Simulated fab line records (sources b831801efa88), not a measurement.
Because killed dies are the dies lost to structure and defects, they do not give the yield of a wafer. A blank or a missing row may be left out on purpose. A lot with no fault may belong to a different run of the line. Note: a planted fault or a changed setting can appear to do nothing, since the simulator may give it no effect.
What tool caused it? || flow gf180mcu || 12 lots, 36 wafers sampled, at 4 steps of a route of 602

## WHAT THE GAUGES READ, wafer by wafer
GF_V5_BOW_MEAS_05.
{"lot": "L075", "measured": "day 27 00:32", "on": "film-metro-01", "V5_BOW (um)": "123 132 125"}
{"lot": "L077", "measured": "day 27 08:37", "on": "film-metro-01", "V5_BOW (um)": "139 141 144"}
{"lot": "L079", "measured": "day 28 01:52", "on": "film-metro-02", "V5_BOW (um)": "145 147 146"}
{"lot": "L081", "measured": "day 29 01:38", "on": "film-metro-03", "V5_BOW (um)": "134 127 133"}
{"lot": "L083", "measured": "day 29 03:14", "on": "film-metro-02", "V5_BOW (um)": "123 131 131"}
{"lot": "L085", "measured": "day 29 19:30", "on": "film-metro-01", "V5_BOW (um)": "133 128 126"}
{"lot": "L087", "measured": "day 30 07:54", "on": "film-metro-03", "V5_BOW (um)": "129 134 132"}
{"lot": "L089", "measured": "day 31 03:25", "on": "film-metro-01", "V5_BOW (um)": "148 141 131"}
{"lot": "L091", "measured": "day 31 13:54", "on": "film-metro-01", "V5_BOW (um)": "123 107 128"}
{"lot": "L093", "measured": "day 32 04:17", "on": "film-metro-03", "V5_BOW (um)": "123 129 128"}
{"lot": "L095", "measured": "day 32 10:56", "on": "film-metro-03", "V5_BOW (um)": "136 133 132"}
{"lot": "L097", "measured": "day 33 03:40", "on": "film-metro-01", "V5_BOW (um)": "127 127 125"}

## WHICH TOOL RAN EACH LOT (tool, then ch and the chambers of the sampled wafers, then the start)
{"lot": "L075", "GF_M1_SPUTTER_03": "pvd-sputter-01, day 16 19:15", "GF_V3_STRIP_18": "plasma-asher-03 ch 0,1, day 23 03:43", "GF_M5_ETCH_09": "rie-diel-03 ch 0,2, day 26 23:15"}
{"lot": "L077", "GF_M1_SPUTTER_03": "pvd-sputter-02, day 17 07:20", "GF_V3_STRIP_18": "plasma-asher-01 ch 0,1, day 23 12:44", "GF_M5_ETCH_09": "rie-diel-01 ch 0,1,2, day 27 07:18"}
{"lot": "L079", "GF_M1_SPUTTER_03": "pvd-sputter-01, day 18 03:22", "GF_V3_STRIP_18": "plasma-asher-03 ch 0, day 24 08:23", "GF_M5_ETCH_09": "rie-diel-03 ch 1,2, day 28 00:35"}
{"lot": "L081", "GF_M1_SPUTTER_03": "pvd-sputter-01, day 18 22:04", "GF_V3_STRIP_18": "plasma-asher-01 ch 0,1, day 25 03:41", "GF_M5_ETCH_09": "rie-diel-02 ch 0,1,3, day 28 19:47"}
{"lot": "L083", "GF_M1_SPUTTER_03": "pvd-sputter-01, day 19 10:30", "GF_V3_STRIP_18": "plasma-asher-02 ch 0,1, day 25 12:13", "GF_M5_ETCH_09": "rie-diel-03 ch 0,1,3, day 29 01:37"}
{"lot": "L085", "GF_M1_SPUTTER_03": "pvd-sputter-02, day 20 04:30", "GF_V3_STRIP_18": "plasma-asher-01 ch 0,1, day 26 04:53", "GF_M5_ETCH_09": "rie-diel-02 ch 0,1, day 29 18:04"}
{"lot": "L087", "GF_M1_SPUTTER_03": "pvd-sputter-01, day 21 00:53", "GF_V3_STRIP_18": "plasma-asher-03 ch 0,1, day 26 20:46", "GF_M5_ETCH_09": "rie-diel-02 ch 0,2,3, day 30 06:35"}
{"lot": "L089", "GF_M1_SPUTTER_03": "pvd-sputter-02, day 21 22:23", "GF_V3_STRIP_18": "plasma-asher-01 ch 0,1, day 27 18:16", "GF_M5_ETCH_09": "rie-diel-02 ch 1,3, day 31 02:08"}
{"lot": "L091", "GF_M1_SPUTTER_03": "pvd-sputter-02, day 22 12:12", "GF_V3_STRIP_18": "plasma-asher-02 ch 0,1, day 28 04:16", "GF_M5_ETCH_09": "rie-diel-02 ch 0,1, day 31 12:29"}
{"lot": "L093", "GF_M1_SPUTTER_03": "pvd-sputter-01, day 23 03:27", "GF_V3_STRIP_18": "plasma-asher-03 ch 0,1, day 28 20:16", "GF_M5_ETCH_09": "rie-diel-02 ch 0,1,2, day 32 02:41"}
{"lot": "L095", "GF_M1_SPUTTER_03": "pvd-sputter-02, day 23 15:35", "GF_V3_STRIP_18": "plasma-asher-01 ch 0,1, day 29 03:41", "GF_M5_ETCH_09": "rie-diel-02 ch 0,1,3, day 32 09:40"}
{"lot": "L097", "GF_M1_SPUTTER_03": "pvd-sputter-03, day 24 12:42", "GF_V3_STRIP_18": "plasma-asher-01 ch 0,1, day 29 23:56", "GF_M5_ETCH_09": "rie-diel-02 ch 1,3, day 33 02:20"}
- GF_M1_SPUTTER_03: material Ti, target thk 10 nm, time 6.7 s.
- GF_V3_STRIP_18: strips in O2/N2.
- GF_M5_ETCH_09: etches Si3N4 in CF4/O2, target depth 52 nm, time 11.6 s.

## THE ANSWER, worked out from the rows above alone
Rule: the lots themselves supply what counts as usual. Put in order of their means at a reading, lots are off if they are a third of the lots or fewer, leave a main group of 4 or more, and stand apart from it by a gap of 3 or more times the standard deviation of the main group's means; of several such gaps the widest counts. A main group whose means are all the same, to the digits that the tables above print for the reading, isn't used. Also off: a lot with no number at a reading for which 4 or more lots have one. Any other lot the step has rows for is counted as sound.
Nothing can be told from this: no lot is off at any reading shown.

## WHAT THE SIMULATOR PUT IN
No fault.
